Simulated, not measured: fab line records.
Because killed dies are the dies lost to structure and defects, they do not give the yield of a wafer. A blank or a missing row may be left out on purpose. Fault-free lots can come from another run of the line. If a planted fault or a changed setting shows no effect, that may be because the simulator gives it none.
Problem report, 8D (eight disciplines) form, completed by code :: flow gf180mcu :: the parts of the form that need people (team, actions taken, sign-off) are left out

1. WHAT IS WRONG
CONTACT_W_RS at GF_CONTACT_RS_MEAS_25 reads a mean of 0.336 ohm/sq on 3 wafers of 2 lots; wafers without a fault read 0.385 ohm/sq with a standard deviation of 0.0048. That puts it -10 standard deviations away from the usual mean.
The step: measures by four-point-probe.
First seen on wafer L505.5, day 21 12:56, on filmMetro-02. The record has a number at this step for 33 wafers belonging to 11 lots. The rule behind "out" and "out of limits": a value lying over 4 standard deviations away from the usual mean. The other wafers with a number count as sound.

2. WHAT THIS IS AND IS NOT
question: which readings at this step
is: CONTACT_W_RS
is not: -

question: which lots
is: L505, L507
is not: L492, L493, L494, L496, L497, L498, L501, L504, L506

question: which wafers of those lots
is: L505.5, L507.2, L507.3
is not: L505.4, L505.6, L507.6

question: read on which gauges
is: filmMetro-02, filmMetro-03
is not: filmMetro-01

question: when
is: from day 21 12:56
is not: up to then (26 sound wafers); but 4 sound wafers of L506, L507 came after

3. THE SUSPECTS, EACH WITH WHAT RULES IT OUT
Counting: any tool at a process step up to the reading remains a suspect provided it ran every lot that is out. Sound lots after the first of them don't rule it out here, since some wafers of a struck lot are sound.
- the gauge at GF_CONTACT_RS_MEAS_25: ruled out. 2 gauges (filmMetro-02, filmMetro-03) read the wafers that are out.
- cvdW-02 at GF_CONTACT_CVD_24 (deposits W, target thk 300 nm, time 90.339 s): kept. Ran every lot that is out, first one L505 (day 21 12:48); last sound lot up to then L504 (day 20 21:22).
Left after counting: cvdW-02 at GF_CONTACT_CVD_24.

4. THE CAUSE (what the simulator had put in)
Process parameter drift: cvdW-02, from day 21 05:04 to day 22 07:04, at GF_CONTACT_CVD_24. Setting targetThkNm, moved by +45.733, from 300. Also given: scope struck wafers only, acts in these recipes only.
Counting left only this tool.

5. THE EFFECT CHAIN, in route order
Each row: a reading where the mean over the struck wafers with a number is more than 3 standard deviations away from the usual. Only readings whose record carries a usual standard deviation are examined. hours: median over the lots of the time between each lot's start at the first step of this table that gives one and its start at this step. sigmas: the change, counted in usual standard deviations.
hours: 0
step: GF_CONTACT_RS_MEAS_25
reading: CONTACT_W_RS
usual: 0.385 ohm/sq
on struck wafers: 0.336
change: -0.049
sigmas: -10

hours: 0
step: GF_CONTACT_THK_MEAS_26
reading: CONTACT_W_THK
usual: 301 nm
on struck wafers: 342
change: +41
sigmas: +10

hours: 0
step: GF_CONTACT_CMP_27
reading: timeToEndpointS
usual: 71.5 s
on struck wafers: 83.5
change: +12.0
sigmas: +4.6
It contains these process steps:
- GF_CONTACT_CMP_27: polishes, stops on SiO2, t overpolish 15 s, target thk 0 nm.

6. HOW IT WOULD HAVE BEEN CAUGHT EARLIER
Counted from the fault's start at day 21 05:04, it took 8 hours until the first out-of-limits reading at a measuring or inspecting step in this record, taken at day 21 12:56.
No tool reading at GF_CONTACT_CVD_24 that has a usual standard deviation in the record was out on any struck wafer, so an alarm limit of 4 standard deviations on those readings would not have fired.
Among the 2 lots that are out, L507 began GF_CONTACT_CVD_24 on cvdW-02 after day 21 12:56. Putting the tool on hold at that point would have spared it.
